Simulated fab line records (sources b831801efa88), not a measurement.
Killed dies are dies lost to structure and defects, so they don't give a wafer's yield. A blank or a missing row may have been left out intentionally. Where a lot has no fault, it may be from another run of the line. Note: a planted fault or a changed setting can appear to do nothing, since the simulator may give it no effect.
What tool caused it? | flow gf180mcu | 33 wafers from 11 lots sampled at 5 of the route's 602 steps

== WHAT THE GAUGES SHOWED, per wafer ==
The record holds no reading of a measuring or inspecting step that can be judged against a usual standard deviation.

== EACH LOT AND THE TOOL THAT RAN IT (in order: tool; ch and the chambers of the sampled wafers; start) ==
lot  | GF_V2_ETCH_17                                 | GF_M3_SPUTTER_00             | GF_M3_METAL_ETCH_16               | GF_M3_STRIP_17                       | GF_V3_CVD_02
L779 | rie-diel-01 ch 2,3, day 22 09:36 or earlier   | pvd-sputter-01, day 22 09:36 | rie-metal-03 ch 0,1, day 23 09:38 | plasma-asher-02 ch 0,1, day 23 09:46 | pecvd-04 ch 1,2, day 23 10:26
L784 | rie-diel-02 ch 1,3, day 24 08:34 or earlier   | pvd-sputter-02, day 24 08:34 | rie-metal-03 ch 0,1, day 25 07:04 | plasma-asher-01 ch 0,1, day 25 07:11 | pecvd-01 ch 0,1,2, day 25 07:52
L787 | rie-diel-01 ch 1,3, day 24 12:14 or earlier   | pvd-sputter-02, day 24 12:14 | rie-metal-03 ch 0,1, day 25 10:47 | plasma-asher-01 ch 0,1, day 25 10:55 | pecvd-04 ch 0,2, day 25 11:35
L790 | rie-diel-01 ch 0,1,3, day 25 12:22 or earlier | pvd-sputter-03, day 25 12:22 | rie-metal-02 ch 1, day 26 11:19   | plasma-asher-03 ch 0,1, day 26 11:26 | pecvd-01 ch 1,2, day 26 12:08
L791 | rie-diel-03 ch 0,1,3, day 25 18:34 or earlier | pvd-sputter-02, day 25 18:34 | rie-metal-02 ch 0,1, day 26 17:00 | plasma-asher-03 ch 0,1, day 26 17:07 | pecvd-04 ch 0,1,2, day 26 17:50
L792 | rie-diel-03 ch 0,2,3, day 26 05:14 or earlier | pvd-sputter-03, day 26 05:14 | rie-metal-02 ch 1, day 27 03:07   | plasma-asher-03 ch 0,1, day 27 03:22 | pecvd-03 ch 0,1,2, day 27 04:04
L793 | rie-diel-02 ch 0,1,3, day 26 14:35 or earlier | pvd-sputter-03, day 26 14:35 | rie-metal-01 ch 0,1, day 27 12:41 | plasma-asher-03 ch 0,1, day 27 12:49 | pecvd-03 ch 0,1,2, day 27 13:29
L796 | rie-diel-02 ch 0,3, day 27 12:32 or earlier   | pvd-sputter-02, day 27 12:32 | rie-metal-02 ch 0, day 28 09:07   | plasma-asher-03 ch 1, day 28 09:14   | pecvd-01 ch 0,2, day 28 09:54
L798 | rie-diel-03 ch 0,1,3, day 28 03:49 or earlier | pvd-sputter-01, day 28 03:49 | rie-metal-02 ch 0,1, day 28 23:21 | plasma-asher-01 ch 0,1, day 28 23:28 | pecvd-03 ch 0,2, day 29 00:08
L799 | rie-diel-01 ch 1,2,3, day 28 09:08 or earlier | pvd-sputter-01, day 28 09:08 | rie-metal-03 ch 0,1, day 29 05:45 | plasma-asher-03 ch 0,1, day 29 05:52 | pecvd-04 ch 0,1, day 29 06:30
L800 | rie-diel-03 ch 0,1,3, day 28 13:47 or earlier | pvd-sputter-01, day 28 13:47 | rie-metal-02 ch 1, day 29 09:52   | plasma-asher-03 ch 0,1, day 29 09:59 | pecvd-04 ch 1,2, day 29 10:41
- GF_V2_ETCH_17: etches SiO2 in C4F8/O2/Ar, stops on TiN, target depth 630 nm.
- GF_M3_SPUTTER_00: material Ti, target thk 37.5 nm, time 150 s.
- GF_M3_METAL_ETCH_16: etches the open film in Cl2/BCl3, stops on SiO2, target depth 750.8 nm, time 125.1 s.
- GF_M3_STRIP_17: strips in O2/N2.
- GF_V3_CVD_02: deposits SiO2 from TEOS, target thk 850 nm, time 94.851 s.

== AS READ BY THE TOOLS THEMSELVES (means over the sampled wafers that have a number; for cases with no such wafer, the mark the record gives instead) ==
GF_V2_ETCH_17. Usual: oes-product-au 0.856 a.u., standard deviation 0.0049; rf-fwd-power-W 1493 W, standard deviation 4.8.
lot  | tool        | oes-product-au (a.u.) | rf-fwd-power-W (W) | flag
L779 | rie-diel-01 | 0.858                 | 1496               |
L784 | rie-diel-02 | 0.854                 | 1496               |
L787 | rie-diel-01 | 0.853                 | 1494               |
L790 | rie-diel-01 | 0.852                 | 1491               |
L791 | rie-diel-03 | 0.854                 | 1497               |
L792 | rie-diel-03 | 0.864                 | 1497               |
L793 | rie-diel-02 | 0.860                 | 1491               |
L796 | rie-diel-02 | 0.852                 | 1492               |
L798 | rie-diel-03 | 0.857                 | 1493               |
L799 | rie-diel-01 | 0.854                 | 1494               |
L800 | rie-diel-03 | 0.857                 | 1490               |

GF_M3_SPUTTER_00. Usual: throttle-valve-pct reads 30.3 % (standard deviation 1.4).
lot  | tool           | throttle-valve-pct (%) | flag
L779 | pvd-sputter-01 | 30.0                   |
L784 | pvd-sputter-02 | 29.9                   |
L787 | pvd-sputter-02 | 30.6                   |
L790 | pvd-sputter-03 | 31.1                   |
L791 | pvd-sputter-02 | 30.3                   |
L792 | pvd-sputter-03 | 30.7                   |
L793 | pvd-sputter-03 | 31.4                   |
L796 | pvd-sputter-02 | 30.5                   |
L798 | pvd-sputter-01 | 29.9                   |
L799 | pvd-sputter-01 | 29.2                   |
L800 | pvd-sputter-01 | 28.8                   |

GF_M3_METAL_ETCH_16. Usual: drypump-motor-current-A 5.96 A, standard deviation 0.28; oes-product-au 0.990 a.u., standard deviation 0.0072; rf-fwd-power-W 795.5 W, standard deviation 2.6; throttle-valve-pct 28.230 %, standard deviation 0.011.
lot  | tool         | drypump-motor-current-A (A) | oes-product-au (a.u.) | rf-fwd-power-W (W) | throttle-valve-pct (%) | flag
L779 | rie-metal-03 | 5.82                        | 1.000                 | 794.7              | 28.222                 |
L784 | rie-metal-03 | 5.71                        | 0.942                 | 710.4              | 28.278                 | OFF
L787 | rie-metal-03 | 5.71                        | 0.946                 | 710.1              | 28.284                 | OFF
L790 | rie-metal-02 | 6.08                        | 0.989                 | 794.4              | 28.235                 |
L791 | rie-metal-02 | 5.89                        | 0.994                 | 797.3              | 28.226                 |
L792 | rie-metal-02 | 6.10                        | 0.987                 | 794.5              | 28.241                 |
L793 | rie-metal-01 | 6.52                        | 0.989                 | 797.1              | 28.230                 |
L796 | rie-metal-02 | 5.79                        | 0.994                 | 794.3              | 28.229                 |
L798 | rie-metal-02 | 5.98                        | 0.990                 | 796.5              | 28.227                 |
L799 | rie-metal-03 | 5.69                        | 0.994                 | 794.0              | 28.232                 |
L800 | rie-metal-02 | 6.10                        | 0.995                 | 796.3              | 28.220                 |

GF_M3_STRIP_17. Usual: drypump-motor-current-A 5.6 A, standard deviation 0.45; heater-power-w 340 W, standard deviation 39; oes-product-au 0.538 a.u., standard deviation 0.0051; strip-time-to-endpoint-s 7.39 s, standard deviation 0.057.
lot  | tool            | drypump-motor-current-A (A) | heater-power-w (W) | oes-product-au (a.u.) | strip-time-to-endpoint-s (s) | flag
L779 | plasma-asher-02 | 5.8                         | 325                | 0.539                 | 7.36                         |
L784 | plasma-asher-01 | 5.8                         | 326                | 0.546                 | 7.66                         | OFF
L787 | plasma-asher-01 | 5.8                         | 331                | 0.548                 | 7.69                         | OFF
L790 | plasma-asher-03 | 5.2                         | 329                | 0.538                 | 7.38                         |
L791 | plasma-asher-03 | 5.7                         | 367                | 0.535                 | 7.36                         |
L792 | plasma-asher-03 | 5.6                         | 372                | 0.535                 | 7.39                         |
L793 | plasma-asher-03 | 5.2                         | 335                | 0.538                 | 7.39                         |
L796 | plasma-asher-03 | 4.9                         | 296                | 0.537                 | 7.39                         |
L798 | plasma-asher-01 | 5.8                         | 327                | 0.538                 | 7.37                         |
L799 | plasma-asher-03 | 5.2                         | 336                | 0.541                 | 7.36                         |
L800 | plasma-asher-03 | 5.6                         | 371                | 0.543                 | 7.35                         |

GF_V3_CVD_02. Usual: heater-power-outer-w 398 W, standard deviation 73; heater-power-w 690 W, standard deviation 100.
lot  | tool     | heater-power-outer-w (W) | heater-power-w (W) | flag
L779 | pecvd-04 | 432                      | 757                |
L784 | pecvd-01 | 342                      | 582                |
L787 | pecvd-04 | 474                      | 805                |
L790 | pecvd-01 | 331                      | 567                |
L791 | pecvd-04 | 408                      | 720                |
L792 | pecvd-03 | 429                      | 753                |
L793 | pecvd-03 | 455                      | 766                |
L796 | pecvd-01 | 290                      | 523                |
L798 | pecvd-03 | 410                      | 722                |
L799 | pecvd-04 | 341                      | 618                |
L800 | pecvd-04 | 429                      | 756                |

== THE ANSWER, worked out from the rows above alone ==
Rule: take the mean of a lot's wafers that have a number; if it is more than 3 standard deviations from the usual mean, the lot is off. A lot without any number at a reading at which 4 lots or more have one is off too. The other lots that the step has rows for count as sound. Order of review: gauges by route order, followed by the tools' own readings, for which a lot's mean as printed above is used. The first step at which some lot is off is used, and at that step the reading that is off furthest; a lot without a number counts as furthest.
Off: L784, L787 (GF_M3_METAL_ETCH_16, rf-fwd-power-W).
If a tool, at that step or one of the process steps before it, ran each lot that is off and ran no sound lot following the first of them, it fits. Because GF_V2_ETCH_17 lacks a start for some lots, the hours and order of its lots are taken from GF_M3_SPUTTER_00. Of those tried, none fits.

== WHAT THE SIMULATOR PUT IN ==
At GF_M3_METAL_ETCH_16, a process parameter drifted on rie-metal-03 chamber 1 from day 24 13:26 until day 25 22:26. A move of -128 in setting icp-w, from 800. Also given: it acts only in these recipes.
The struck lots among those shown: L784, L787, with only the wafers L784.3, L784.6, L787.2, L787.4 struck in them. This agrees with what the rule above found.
